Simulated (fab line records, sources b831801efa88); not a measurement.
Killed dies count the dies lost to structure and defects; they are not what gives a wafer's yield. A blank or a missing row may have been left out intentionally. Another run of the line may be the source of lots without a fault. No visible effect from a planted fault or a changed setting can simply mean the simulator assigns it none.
Comparing a struck lot with a sound one :: flow sky130 :: 18 out of 708 route steps
Sound: the wafers L311.1, L311.3, L311.6. Struck: wafers L314.1, L314.4, L314.6. The cause is named last.
At each step with rows: each side's tool, then ch and its chambers, then its first start. Under that, the readings that differ: sound wafers :: struck wafers :: difference of the means :: sigmas: that difference in standard deviations of wafers without a fault.
alike: words and numbers the same on both sides, and readings whose means are apart by under 2 such deviations; not compared: readings that were withheld, readings missing a value for some wafer, numbers with overlapping values and no deviation given by the record, and bounds like >300 which may hide the same value.
The two part at a step that has a row with sigmas, a row that says differs or no value, or rows on one side only. When numbers do not overlap yet have no deviation, they are printed without sigmas and do not part them. A reading that every wafer of one side lacks parts them only if that side has two wafers or more.

first, 4 steps without rows for these wafers: SKY_PWDE_SOFTBAKE_03; SKY_PWDE_EXPOSE_04 (exposes mask PWDEM, target cd 840 nm); SKY_PWDE_PEB_05; SKY_PWDE_DEVELOP_06 (develop time 60 s).
SKY_PWDE_OVL_MEAS_07:
  struck on overlay-02, day 5 12:58; sound on overlay-01, day 5 04:53
  alike: PWDE_OVL
next, for these wafers, 1 step has no rows: SKY_PWDE_IMPLANT_08.
SKY_PWDE_STRIP_09: strips in O2/N2.
  sound on plasma-asher-03 ch 0,1, day 5 05:04; struck on plasma-asher-04 ch 0, day 5 13:09
  alike: chamber-pressure-mTorr, drypump-motor-current-A, oes-product-au, strip-time-to-endpoint-s
  not compared: rf-hours-counter-h
SKY_PWDE_TW_MEAS_10:
  struck on film-metro-02, day 5 13:15; sound on film-metro-02, day 5 05:10
  alike: PWDE_TW
then, 4 steps without rows for these wafers: SKY_NWELL_DEHYDRATE_03 (time 60 s); SKY_NWELL_HMDS_04 (prime time 60 s); SKY_NWELL_COAT_05 (resist thk 3000 nm); SKY_NWELL_SOFTBAKE_06.
SKY_NWELL_EXPOSE_07: exposes mask NWM, target cd 840 nm.
  sound on iline-stepper-01 ch 0, day 5 13:48; struck on iline-stepper-01 ch 0, day 5 21:50
reading: model.NWELL.overlay-x-nm (nm)
sound: -0.09893 -0.09893 -0.09893
struck: 169.1 169.1 169.1
difference: +169.2
sigmas: 
  alike: mask
then, 2 steps without rows for these wafers: SKY_NWELL_PEB_08; SKY_NWELL_DEVELOP_09 (develop time 60 s).
SKY_NWELL_OVL_MEAS_10:
  struck on overlay-02, day 6 06:52; sound on overlay-01, day 5 22:11
reading: NWELL_00_OVL (nm)
sound: 1.8 1.1 0.9
struck: 170.9 170.2 168.7
difference: +168.7
sigmas: +99 or more
then, 2 steps without rows for these wafers: SKY_NWELL_IMPLANT_11; SKY_PAD_OPEN_PROBE_99.

== WHERE THEY PART ==
SKY_NWELL_OVL_MEAS_10 only, going by this record.

WHY: what the simulator had put in
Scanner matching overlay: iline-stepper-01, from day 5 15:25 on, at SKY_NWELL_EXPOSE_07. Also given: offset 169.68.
